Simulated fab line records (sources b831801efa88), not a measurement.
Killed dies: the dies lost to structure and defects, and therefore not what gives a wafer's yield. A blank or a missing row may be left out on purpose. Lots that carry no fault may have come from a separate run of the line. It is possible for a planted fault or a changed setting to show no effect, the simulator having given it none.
2 desks looking at one fault || flow sky130 || what lay behind the numbers comes last; until then each desk has only its own

== FOR THE TOOL OWNER'S DESK: lpcvd-02 ==
The tool's own readings at SKY_SONOS_ONO_CVD_02 (deposits Si3N4 from DCS/NH3, target thk 10.5 nm, time 180 s): means of the sampled wafers that have a number, for each lot that ran on this tool. If a lot's mean is further than 4 standard deviations from the usual mean, the lot is out of limits and carries the mark OUT (the distance appears in the brackets).
Columns: A = spikeTcCentreC at SKY_SONOS_ONO_CVD_02, usual 771.7 C; B = spikeTcUpperC at SKY_SONOS_ONO_CVD_02, usual 770.7 C; C = zonePowerCentrePct at SKY_SONOS_ONO_CVD_02, usual 15.0 %; D = zonePowerLowerPct at SKY_SONOS_ONO_CVD_02, usual 13.1 %; E = zonePowerUpperPct at SKY_SONOS_ONO_CVD_02, usual 13.14 %
{"lot": "L188", "first seen here": "day 12 11:47", "A": 771.7, "B": 771.5, "C": 14.4, "D": 14.6, "E": 12.75}
{"lot": "L189", "first seen here": "day 12 14:40", "A": 771.1, "B": 771.4, "C": 14.3, "D": 14.6, "E": 12.86}
{"lot": "L190", "first seen here": "day 13 02:49", "A": 771.0, "B": 770.6, "C": 15.4, "D": 12.2, "E": 13.23}
{"lot": "L191", "first seen here": "day 13 16:52", "A": 772.7, "B": 771.7, "C": 15.5, "D": 12.2, "E": 13.32}
{"lot": "L192", "first seen here": "day 13 19:17", "A": 771.5, "B": 770.7, "C": 14.2, "D": 14.4, "E": 12.83}
{"lot": "L194", "first seen here": "day 14 15:12", "A": 771.6, "B": 770.0, "C": 15.4, "D": 12.2, "E": 13.31}
{"lot": "L195", "first seen here": "day 14 19:14", "A": 773.3, "B": 769.4, "C": 15.4, "D": 12.2, "E": 13.41}
{"lot": "L197", "first seen here": "day 15 07:33", "A": 771.4, "B": 770.6, "C": 15.5, "D": 12.2, "E": 13.30}
{"lot": "L198", "first seen here": "day 15 18:37", "A": "793.1 (+21) OUT", "B": 767.8, "C": "21.5 (+11) OUT", "D": 9.5, "E": "10.57 (-10) OUT"}
{"lot": "L199", "first seen here": "day 16 09:37", "A": "791.7 (+20) OUT", "B": 768.0, "C": "21.7 (+11) OUT", "D": 9.5, "E": "10.53 (-10) OUT"}
{"lot": "L208", "first seen here": "day 18 23:31", "A": 772.1, "B": 770.4, "C": 15.5, "D": 12.2, "E": 13.23}
{"lot": "L207", "first seen here": "day 19 05:29", "A": 771.7, "B": 769.5, "C": 14.4, "D": 14.5, "E": 13.03}
Finding of this desk: L198, L199 out of limits; the first was L198 at day 15 18:37, on spikeTcCentreC at SKY_SONOS_ONO_CVD_02. Within limits: L188, L189, L190, L191, L192, L194, L195, L197, L208, L207.

== AT THE METROLOGY DESK ==
What the gauges read for every lot (on any tool): the sampled wafers with a number, averaged. If a lot's mean is further than 4 standard deviations from the usual mean, the lot is out of limits and carries the mark OUT (the distance appears in the brackets).
Columns: A = VT_ADJUST_HVTR_OVL at SKY_VT_ADJUST_HVTR_OVL_MEAS_08, usual 0.5 nm; B = SONOS_ONO_CVD_02_THK at SKY_SONOS_ONO_THK_MEAS_03, usual 10.46 nm; C = cdNm at SKY_SONOS_ONO_CD_MEAS_13, usual 409.3 nm
{"lot": "L188", "first seen here": "day 10 08:20", "A": 0.8, "B": 10.36, "C": 408.3}
{"lot": "L189", "first seen here": "day 10 11:22", "A": 0.4, "B": 10.14, "C": 408.4}
{"lot": "L190", "first seen here": "day 11 00:19", "A": 0.4, "B": 10.43, "C": 405.8}
{"lot": "L191", "first seen here": "day 11 09:46", "A": 2.0, "B": 10.36, "C": 409.0}
{"lot": "L192", "first seen here": "day 11 15:01", "A": 3.4, "B": 10.41, "C": 406.9}
{"lot": "L194", "first seen here": "day 12 08:10", "A": -0.9, "B": 10.34, "C": 406.1}
{"lot": "L195", "first seen here": "day 12 11:40", "A": 0.5, "B": 10.53, "C": 410.1}
{"lot": "L197", "first seen here": "day 13 00:46", "A": -0.5, "B": 10.62, "C": 408.6}
{"lot": "L198", "first seen here": "day 13 11:10", "A": 1.4, "B": "11.59 (+7.6) OUT", "C": 404.2}
{"lot": "L199", "first seen here": "day 13 22:50", "A": 1.4, "B": "11.28 (+5.4) OUT", "C": 412.1}
{"lot": "L208", "first seen here": "day 16 09:52", "A": -0.4, "B": 10.39, "C": 408.8}
{"lot": "L207", "first seen here": "day 16 13:55", "A": -1.4, "B": 10.33, "C": 416.4}
This desk's result: L198, L199 out of limits, first on L198 (SONOS_ONO_CVD_02_THK at SKY_SONOS_ONO_THK_MEAS_03), day 15 19:41. Within limits: L188, L189, L190, L191, L192, L194, L195, L197, L208, L207.

== ALL TOGETHER ==
At day 15 18:37, on L198, L199, the tool owner's desk was in a position to raise an alarm.
The metrology desk could have raised an alarm at day 15 19:41, on L198, L199.
All the named lots went through SKY_SONOS_ONO_CVD_02 on lpcvd-02.

== WHAT WAS PUT IN BY THE SIMULATOR ==
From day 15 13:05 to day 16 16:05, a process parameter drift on lpcvd-02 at SKY_SONOS_ONO_CVD_02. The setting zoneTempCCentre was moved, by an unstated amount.
Shown lots that were struck: L198, L199.
Hours from the fault's start to each desk's first reading out of limits: the tool owner's desk, 6; the metrology desk, 7.
